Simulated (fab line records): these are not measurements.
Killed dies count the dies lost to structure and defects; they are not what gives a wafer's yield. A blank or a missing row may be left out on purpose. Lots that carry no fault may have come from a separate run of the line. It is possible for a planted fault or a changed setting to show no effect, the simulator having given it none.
fab line records + flow sky130
[record]
- lots = 5
- wafers = 15
- last-day = 50
route steps=708 shown METAL4@622
lots with no fault: from the same line, run without faults
start-h: start of the lot's first displayed wafer, in hours after the record's first day + wait-h: hours from the lot's prior step to this one + " repeats the value in the row above + L1.1+2: a single row standing in for several wafers + - no value, or no start given + * or withheld: withheld + < > ~ a bound
route shown NAME@n: NAME is a module with steps in the file, n the number in the route of the first one + usual: mean/standard deviation of fault-free wafers + same: alike in all rows + chamber/n: place in a boat + sites: the reading at each site + _std_site: standard deviation across them + _edge_site: inner sites' mean taken away from outer sites' mean + radius-mm: for every site, how far away it sits from the centre of the wafer + mask NAME#n: copy n + behind: tool/chamber where the wafer was last shaped + hold: what put the lot on hold/how long, in hours/how the hold closed + device: the n, p or np transistor that did not switch + end of line: the same wafers' tests at the end of the route + a step given without rows: its recipe and nothing more + killed: not the wafer's yield, but the dies lost to structure and defects at the first sort + map: per-die view of a wafer (x killed, . not killed, _ where there is no die)
set.NAME: the setting that was run; set.NAME@STEP: the one run at that earlier step + model.NAME: the simulator's own value behind a step, which no gauge read
a table for each step, a row for each wafer; lots at some steps of the route
services: from which hour (start-h, from the record's first day; less than 0 if before it) a tool's chamber was out of use, for how many hours, and why
[[steps]]
[step SKY_METAL4_HMDS_06]
[recipe]
- prime-time-s = 60
- prime-temp-c = 120
[step SKY_METAL4_COAT_07]
[recipe]
- resist = BARC
- temp-c = withheld
- time-s = withheld
- spin-rpm = 3000
- resist-thk-nm = 60
[step SKY_METAL4_COAT_08]
[recipe]
- resist = KrF-thick
- spin-rpm = 3000
- resist-thk-nm = 1140
[step SKY_METAL4_SOFTBAKE_09]
[recipe]
- temp-c = 100
- time-s = 90
- resist = KrF-thick
[step SKY_METAL4_EXPOSE_10]
[recipe]
- mask-id = MM4
- na = 0.68
- source-shape = annular
- sigma-inner = 0.4
- sigma-outer = 0.8
- target-cd-nm = 300
- dose-mj = 28
[step SKY_METAL4_PEB_11]
[recipe]
- peb-temp-c = withheld
- peb-time-s = withheld
- resist = KrF-thick
[step SKY_METAL4_DEVELOP_12]
[recipe]
- develop-time-s = 60
- resist = KrF-thick
- dev-temp-c = 21
[step SKY_METAL4_CD_MEAS_13]
[recipe]
- target-cd-nm = 300
[usual]
- cd-nm = 300.4/1.5
| lot.wafer | tool      | chamber | start-h | wait-h | cd-nm |
|-----------|-----------|---------|---------|--------|-------|
| L348.2    | cd-sem-01 | -       | 989.15  | -      | 299.7 |
| L348.3    | "         | -       | "       | "      | 297.9 |
| L348.4    | "         | -       | "       | "      | 300.3 |
| L357.1    | cd-sem-01 | -       | 1052.37 | -      | 300.6 |
| L357.3    | "         | -       | "       | "      | 302.3 |
| L357.5    | "         | -       | "       | "      | 300.5 |
| L361.1    | cd-sem-02 | -       | 1065.23 | -      | 299.8 |
| L361.4    | "         | -       | "       | "      | 299.6 |
| L361.5    | "         | -       | "       | "      | 300.6 |
| L367.3    | cd-sem-01 | -       | 1105.46 | -      | 302.3 |
| L367.5    | "         | -       | "       | "      | 302.0 |
| L367.6    | "         | -       | "       | "      | 303.4 |
| L370.1    | cd-sem-02 | -       | 1122.68 | -      | 301.3 |
| L370.3    | "         | -       | "       | "      | 299.7 |
| L370.6    | "         | -       | "       | "      | 301.7 |
[step SKY_METAL4_OVL_MEAS_14]
[usual]
- METAL4_OVL = -4/4.1
| lot.wafer | tool       | chamber | start-h | wait-h | METAL4_OVL[nm] |
|-----------|------------|---------|---------|--------|----------------|
| L348.2    | overlay-02 | -       | 989.25  | 0.1    | -10            |
| L348.3    | "          | -       | "       | "      | -2             |
| L348.4    | "          | -       | "       | "      | -5             |
| L357.1    | overlay-02 | -       | 1052.49 | 0.1    | -10            |
| L357.3    | "          | -       | "       | "      | 0              |
| L357.5    | "          | -       | "       | "      | -2             |
| L361.1    | overlay-02 | -       | 1065.35 | 0.1    | -4             |
| L361.4    | "          | -       | "       | "      | -7             |
| L361.5    | "          | -       | "       | "      | 5              |
| L367.3    | overlay-01 | -       | 1105.55 | 0.1    | -8             |
| L367.5    | "          | -       | "       | "      | -7             |
| L367.6    | "          | -       | "       | "      | -6             |
| L370.1    | overlay-02 | -       | 1122.80 | 0.1    | -8             |
| L370.3    | "          | -       | "       | "      | -6             |
| L370.6    | "          | -       | "       | "      | -4             |
[step SKY_METAL4_DESCUM_15]
[recipe]
- chemistry = O2
- source-power-w = 150
- bias-power-w = 0
- pressure-mtorr = 10
- temp-c = 40
- time-s = 8
[usual]
- drypump-motor-current-A = 5.6/0.49
- oes-product-au = 1.000/0.0092
- temp-c = 39.99/0.11
| lot.wafer | tool         | chamber | start-h | wait-h | drypump-motor-current-A | oes-product-au | rf-hours-counter-h | temp-c |
|-----------|--------------|---------|---------|--------|-------------------------|----------------|--------------------|--------|
| L348.2    | rie-metal-01 | 1       | 989.28  | 0.0    | 6.3                     | 0.987          | 20                 | 39.91  |
| L348.3    | "            | 0       | "       | "      | 5.6                     | 1.009          | -                  | 39.94  |
| L348.4    | "            | 1       | "       | "      | 6.3                     | 0.991          | -                  | 39.88  |
| L357.1    | rie-metal-03 | 1       | 1052.52 | 0.0    | 4.9                     | 0.996          | 9                  | 39.90  |
| L357.3    | "            | 1       | "       | "      | 4.9                     | 0.989          | -                  | 40.00  |
| L357.5    | "            | 1       | "       | "      | 4.9                     | 1.001          | -                  | 39.88  |
| L361.1    | rie-metal-03 | 0       | 1065.38 | 0.0    | 5.6                     | 1.010          | 12                 | 40.14  |
| L361.4    | "            | 0       | "       | "      | 5.6                     | 1.004          | -                  | 40.11  |
| L361.5    | "            | 0       | "       | "      | 5.6                     | 1.009          | -                  | 40.04  |
| L367.3    | rie-metal-03 | 1       | 1105.59 | 0.0    | 4.9                     | 1.003          | -                  | 40.15  |
| L367.5    | "            | 0       | "       | "      | 5.5                     | 1.007          | -                  | 39.76  |
| L367.6    | "            | 1       | "       | "      | 4.9                     | 1.000          | -                  | 39.93  |
| L370.1    | rie-metal-03 | 0       | 1122.84 | 0.0    | 5.6                     | 1.013          | 16                 | 39.98  |
| L370.3    | "            | 0       | "       | "      | 5.6                     | 1.005          | -                  | 40.03  |
| L370.6    | "            | 1       | "       | "      | 4.9                     | 1.000          | -                  | 40.12  |
[step SKY_METAL4_ETCH_16]
[recipe]
- chemistry = N2/H2
- target = BARC
- ion-energy-ev = 200
- bias-w = 100
- pressure-mtorr = 30
- n2-flow-sccm = 100
- h2-flow-sccm = 200
- icp-w = 500
- stop-on = SiO2
- time-s = 88.2
- target-depth-a = 600
[usual]
- drypump-motor-current-A = 5.6/0.49
- oes-product-au = 0.627/0.0048
- throttle-valve-pct = 13.205/0.0086
| lot.wafer | tool         | chamber | start-h | wait-h | drypump-motor-current-A | oes-product-au | rf-hours-counter-h | throttle-valve-pct |
|-----------|--------------|---------|---------|--------|-------------------------|----------------|--------------------|--------------------|
| L348.2    | rie-metal-01 | 1       | 989.32  | 0.0    | 6.3                     | 0.633          | 20                 | 13.194             |
| L348.3    | "            | 0       | "       | "      | 5.6                     | 0.628          | -                  | 13.202             |
| L348.4    | "            | 1       | "       | "      | 6.4                     | 0.620          | -                  | 13.212             |
| L357.1    | rie-metal-03 | 1       | 1052.56 | 0.0    | 4.9                     | 0.627          | 9                  | 13.205             |
| L357.3    | "            | 1       | "       | "      | 4.9                     | 0.621          | -                  | 13.210             |
| L357.5    | "            | 1       | "       | "      | 4.9                     | 0.623          | -                  | 13.214             |
| L361.1    | rie-metal-03 | 0       | 1065.42 | 0.0    | 5.6                     | 0.624          | 12                 | 13.195             |
| L361.4    | "            | 0       | "       | "      | 5.6                     | 0.629          | -                  | 13.202             |
| L361.5    | "            | 0       | "       | "      | 5.5                     | 0.629          | -                  | 13.197             |
| L367.3    | rie-metal-03 | 1       | 1105.64 | 0.0    | 4.9                     | 0.622          | -                  | 13.206             |
| L367.5    | "            | 0       | "       | "      | 5.6                     | 0.622          | -                  | 13.219             |
| L367.6    | "            | 1       | "       | "      | 4.9                     | 0.626          | -                  | 13.207             |
| L370.1    | rie-metal-03 | 0       | 1122.87 | 0.0    | 5.5                     | 0.612          | 16                 | 13.203             |
| L370.3    | "            | 0       | "       | "      | 5.5                     | 0.633          | -                  | 13.215             |
| L370.6    | "            | 1       | "       | "      | 4.9                     | 0.627          | -                  | 13.200             |
[step SKY_METAL4_ETCH_17]
[recipe]
- target = SiO2
- stop-on = TiN
- chemistry = C4F8/O2/Ar
- source-w = 1500
- bias-w = 1200
- pressure-mtorr = 40
- c4f8-flow-sccm = withheld
- O2_flow_sccm = 6
- Ar_flow_sccm = 300
- time-s = 3.9
- target-depth-a = 150
[usual]
- oes-product-au = 0.755/0.0071
| lot.wafer | tool        | chamber | start-h | wait-h | oes-product-au | rf-hours-counter-h |
|-----------|-------------|---------|---------|--------|----------------|--------------------|
| L348.2    | rie-diel-04 | 3       | 989.41  | 0.1    | 0.746          | 14                 |
| L348.3    | "           | 0       | "       | "      | 0.749          | 6                  |
| L348.4    | "           | 1       | "       | "      | 0.755          | 8                  |
| L357.1    | rie-diel-01 | 0       | 1052.65 | 0.1    | 0.766          | 20                 |
| L357.3    | "           | 2       | "       | "      | 0.762          | 7                  |
| L357.5    | "           | 1       | "       | "      | 0.774          | -                  |
| L361.1    | rie-diel-01 | 2       | 1065.51 | 0.1    | 0.758          | 7                  |
| L361.4    | "           | 1       | "       | "      | 0.756          | 7                  |
| L361.5    | "           | 2       | "       | "      | 0.755          | -                  |
| L367.3    | rie-diel-01 | 1       | 1105.70 | 0.0    | 0.747          | 9                  |
| L367.5    | "           | 1       | "       | "      | 0.755          | -                  |
| L367.6    | "           | 2       | "       | "      | 0.759          | -                  |
| L370.1    | rie-diel-01 | 3       | 1122.97 | 0.1    | 0.748          | 26                 |
| L370.3    | "           | 2       | "       | "      | 0.744          | 10                 |
| L370.6    | "           | 0       | "       | "      | 0.754          | -                  |
[step SKY_METAL4_METAL_ETCH_18]
[recipe]
- target-depth-a = 8450
- stop-on = SiO2
- over-etch-frac = 0.3
- time-s = 183.1
- chemistry = Cl2/BCl3
- resist-sidewall-deg = 88
- pressure-mtorr = 10
- icp-w = 916.6
- bias-w = 48.5
- Cl2_flow_sccm = 60
- bcl3-flow-sccm = 30
[usual]
- drypump-motor-current-A = 5.6/0.47
- oes-product-au = 0.867/0.0062
- throttle-valve-pct = 22.264/0.0095
| lot.wafer | tool         | chamber | start-h | wait-h | drypump-motor-current-A | oes-product-au | rf-hours-counter-h | throttle-valve-pct | model.KrF-thick_of_METAL4_COAT_08.thk-nm | model.METAL4.cd-nm | model.SiO2_of_VIA3_HDPCVD_00.thk-nm |
|-----------|--------------|---------|---------|--------|-------------------------|----------------|--------------------|--------------------|------------------------------------------|--------------------|-------------------------------------|
| L348.2    | rie-metal-03 | 1       | 989.43  | 0.0    | 4.9                     | 0.883          | 5                  | 22.294             | 525.4                                    | 299.6              | 435.4                               |
| L348.3    | "            | 0       | "       | "      | 5.5                     | 0.872          | -                  | 22.256             | 506.3                                    | 296.6              | 433.9                               |
| L348.4    | "            | 1       | "       | "      | 4.9                     | 0.871          | -                  | 22.256             | 518.4                                    | 297.3              | 434.2                               |
| L357.1    | rie-metal-02 | 0       | 1052.67 | 0.0    | 5.5                     | 0.858          | 18                 | 22.258             | 519.9                                    | 299.6              | 433.9                               |
| L357.3    | "            | 1       | "       | "      | 6.1                     | 0.857          | -                  | 22.269             | 530.5                                    | 304.3              | 434.6                               |
| L357.5    | "            | 0       | "       | "      | 5.6                     | 0.863          | -                  | 22.267             | 515.2                                    | 298                | 435.7                               |
| L361.1    | rie-metal-02 | 0       | 1065.53 | 0.0    | 5.5                     | 0.865          | 20                 | 22.270             | 640.6                                    | 315.4              | 441.3                               |
| L361.4    | "            | 0       | "       | "      | 5.5                     | 0.861          | -                  | 22.274             | 632                                      | 313.2              | 438.7                               |
| L361.5    | "            | 0       | "       | "      | 5.6                     | 0.864          | -                  | 22.259             | 638.1                                    | 317                | 440.8                               |
| L367.3    | rie-metal-01 | 0       | 1105.78 | 0.1    | 5.6                     | 0.865          | -                  | 22.254             | 513.2                                    | 300.4              | 433.4                               |
| L367.5    | "            | 0       | "       | "      | 5.6                     | 0.870          | -                  | 22.261             | 512.2                                    | 303.3              | 433.6                               |
| L367.6    | "            | 1       | "       | "      | 6.3                     | 0.876          | -                  | 22.278             | 514.6                                    | 302                | 433.7                               |
| L370.1    | rie-metal-01 | 1       | 1122.99 | 0.0    | 6.4                     | 0.869          | 3                  | 22.266             | 525                                      | 299.8              | 434.3                               |
| L370.3    | "            | 1       | "       | "      | 6.3                     | 0.874          | -                  | 22.271             | 525.5                                    | 298                | 433.3                               |
| L370.6    | "            | 0       | "       | "      | 5.6                     | 0.871          | -                  | 22.250             | 517.4                                    | 303.3              | 434                                 |
[step SKY_METAL4_STRIP_19]
[recipe]
- chemistry = O2/N2
- power-w = 1400
- pressure-mtorr = 1500
- platen-temp-c = withheld
- o2-flow-sccm = 3000
- n2-flow-sccm = 300
- overash-fraction = 0.5
[usual]
- drypump-motor-current-A = 5.7/0.55
- oes-product-au = 0.500/0.0054
- strip-time-to-endpoint-s = 6.46/0.079
[same]
- overash-fraction = 0.5
| lot.wafer | tool            | chamber | start-h | wait-h | drypump-motor-current-A | oes-product-au | rf-hours-counter-h | strip-time-to-endpoint-s |
|-----------|-----------------|---------|---------|--------|-------------------------|----------------|--------------------|--------------------------|
| L348.2    | plasma-asher-01 | 0       | 989.61  | 0.1    | 6.3                     | 0.501          | 20                 | 6.52                     |
| L348.3    | "               | 1       | "       | "      | 6.1                     | 0.497          | -                  | 6.33                     |
| L348.4    | "               | 0       | "       | "      | 6.3                     | 0.505          | -                  | 6.44                     |
| L357.1    | plasma-asher-02 | 0       | 1052.85 | 0.1    | 5.4                     | 0.499          | 122                | 6.46                     |
| L357.3    | "               | 0       | "       | "      | 5.5                     | 0.505          | -                  | 6.58                     |
| L357.5    | "               | 1       | "       | "      | 4.7                     | 0.496          | -                  | 6.43                     |
| L361.1    | plasma-asher-03 | 1       | 1065.71 | 0.1    | 5.3                     | 0.548          | 97                 | 7.65                     |
| L361.4    | "               | 0       | "       | "      | 6.2                     | 0.553          | -                  | 7.57                     |
| L361.5    | "               | 1       | "       | "      | 5.3                     | 0.553          | -                  | 7.62                     |
| L367.3    | plasma-asher-01 | 0       | 1105.93 | 0.1    | 6.3                     | 0.497          | -                  | 6.40                     |
| L367.5    | "               | 1       | "       | "      | 6.1                     | 0.501          | -                  | 6.39                     |
| L367.6    | "               | 0       | "       | "      | 6.3                     | 0.492          | -                  | 6.40                     |
| L370.1    | plasma-asher-03 | 1       | 1123.17 | 0.1    | 5.3                     | 0.508          | 102                | 6.50                     |
| L370.3    | "               | 0       | "       | "      | 6.2                     | 0.509          | -                  | 6.51                     |
| L370.6    | "               | 0       | "       | "      | 6.2                     | 0.494          | -                  | 6.43                     |
[step SKY_METAL4_STRIP_20]
[recipe]
- chemistry = post-etch-residue-remover
- time-s = 1200
- temp-c = 72.5
[[services]]
| tool            | chamber | start-h | hours | kind           |
|-----------------|---------|---------|-------|----------------|
| rie-diel-01     | 0       | 983.73  | 2.6   | repair         |
| rie-diel-04     | 3       | 991.62  | 8.3   | repair         |
| rie-diel-01     | 0       | 1008.23 | 3.6   | repair         |
| plasma-asher-03 | -       | 1012.01 | 1.4   | repair         |
| rie-metal-01    | 0       | 1026.30 | 2.9   | repair         |
| rie-metal-01    | -       | 1027.39 | 1.9   | repair         |
| plasma-asher-03 | -       | 1034.58 | 5.4   | repair         |
| rie-diel-04     | -       | 1050.56 | 28.1  | pm             |
| plasma-asher-02 | -       | 1055.25 | 9.0   | pm             |
| plasma-asher-02 | 0       | 1055.25 | 9.0   | vent-cycle     |
| plasma-asher-02 | 1       | 1055.25 | 9.0   | vent-cycle     |
| plasma-asher-01 | -       | 1063.15 | 4.8   | repair         |
| rie-metal-01    | 1       | 1063.76 | -     | clean          |
| rie-metal-01    | 1       | 1063.76 | 19.3  | scheduled-down |
| rie-metal-01    | 1       | 1063.76 | 19.3  | vent-cycle     |
| plasma-asher-02 | 0       | 1064.25 | -     | clean          |
| plasma-asher-02 | 1       | 1064.25 | -     | clean          |
| plasma-asher-01 | -       | 1075.30 | 5.4   | repair         |
| rie-diel-04     | 1       | 1084.48 | 26.8  | repair         |
| rie-metal-03    | 0       | 1101.40 | 2.6   | repair         |
| rie-diel-04     | -       | 1101.76 | 2.8   | pm             |
[[key]]
[first-sign]
- step = SKY_METAL4_STRIP_19
- reading = strip-time-to-endpoint-s
- direction = up
- sigmas = 15
- usual = *
- struck = *
[effect]
- step = SKY_METAL4_STRIP_19
- reading = oes-product-au
- direction = up
- sigmas = 9.5
- usual = 0.500
- struck = 0.551
[model-effect]
- step = SKY_METAL4_METAL_ETCH_18
- value = KrF-thick_of_METAL4_COAT_08.thk-nm
- without = 521.5
- struck = 636.9
met-at SKY_METAL4_METAL_ETCH_18
struck-wafers L361.1,L361.4,L361.5
sort-left-out L361.1,L361.4,L361.5
[fault]
- kind = process-parameter-drift
- tool = rie-metal-02
- chamber = -
- onset-h = 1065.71
- steps = SKY_METAL4_METAL_ETCH_18
- channel = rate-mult
- offset = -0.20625
- shape = step
// sort-left-out: the simulated sort isn't trusted on such a fault, so these wafers' sort isn't shown, and their yield isn't known
